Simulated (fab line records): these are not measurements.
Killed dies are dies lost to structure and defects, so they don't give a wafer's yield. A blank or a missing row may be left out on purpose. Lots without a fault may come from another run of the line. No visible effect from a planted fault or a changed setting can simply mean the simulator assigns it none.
Code-filled problem report in 8D (eight disciplines) form | flow gf180mcu | the parts of the form that need people (team, actions taken, sign-off) are left out

## 1. THE PROBLEM
beamEnergyKeV at GF_VT_IMPLANT_IMPLANT_19 reads a mean of 96.56 on 6 wafers of 2 lots; wafers without a fault read 100.00 with a standard deviation of 0.032. That is -99 or more standard deviations from the usual mean.
Seen first at day 7 14:16 on implanter-03, wafer L981.2. Wafers with a number at this step in the record: 18, from 6 lots. The rule behind "out" and "out of limits": a value lying over 4 standard deviations away from the usual mean. All remaining wafers that have a number are taken as sound.

## 2. WHAT IT IS, AND WHAT IT ISN'T
question                    | is                     | is not
which readings at this step | beamEnergyKeV          | -
which lots                  | L981, L983             | L978, L979, L990, L994
which wafers of those lots  | all that have a number | -
read on which tools         | implanter-03           | implanter-04
when                        | from day 7 14:16       | up to then (6 sound wafers); but 6 sound wafers of L990, L994 came after

## 3. WHAT RULES OUT EACH SUSPECT
Counting: a tool stays on the suspect list if, at a process step up to the reading, it processed all lots that are out and no sound lot following the first of them.
- plasmaAsher-02 at GF_VT_IMPLANT_STRIP_09 (strips in O2/N2): kept. All lots that are out passed through it, beginning with L981 at day 6 22:04, and no sound lot followed; its final sound lot before that point was L979 at day 6 08:46.
- implanter-03 at GF_VT_IMPLANT_IMPLANT_19: kept. All lots that are out passed through it, beginning with L981 at day 7 14:16, and no sound lot followed; its final sound lot before that point was L978 at day 6 16:08. Its own readings are out on those wafers: beamEnergyKeV.
What counting leaves: plasmaAsher-02 at GF_VT_IMPLANT_STRIP_09 and implanter-03 at GF_VT_IMPLANT_IMPLANT_19.

## 4. THE CAUSE (what the simulator had put in)
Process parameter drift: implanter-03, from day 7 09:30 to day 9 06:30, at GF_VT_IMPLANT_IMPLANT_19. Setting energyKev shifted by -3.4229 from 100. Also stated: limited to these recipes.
Counting left 2 suspects, and this tool is among them.

## 5. THE EFFECT CHAIN, in route order
One row per reading whose mean, taken over the struck wafers that have a number, lies over 3 standard deviations from the usual. Only readings for which the record gives a usual standard deviation are gone through. hours: the time from each lot's start at the first step in this table that gives one to its start at this step, as a median over the lots. sigmas: the change in usual standard deviations.
hours | step                     | reading       | usual  | on struck wafers | change | sigmas
0     | GF_VT_IMPLANT_IMPLANT_19 | beamEnergyKeV | 100.00 | 96.56            | -3.44  | -99 or more
Here are the process steps it includes:
- GF_VT_IMPLANT_IMPLANT_19

## 6. HOW IT WOULD HAVE BEEN CAUGHT EARLIER
First out-of-limits reading in this record: day 7 14:16, which is 5 hours after fault onset at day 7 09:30.
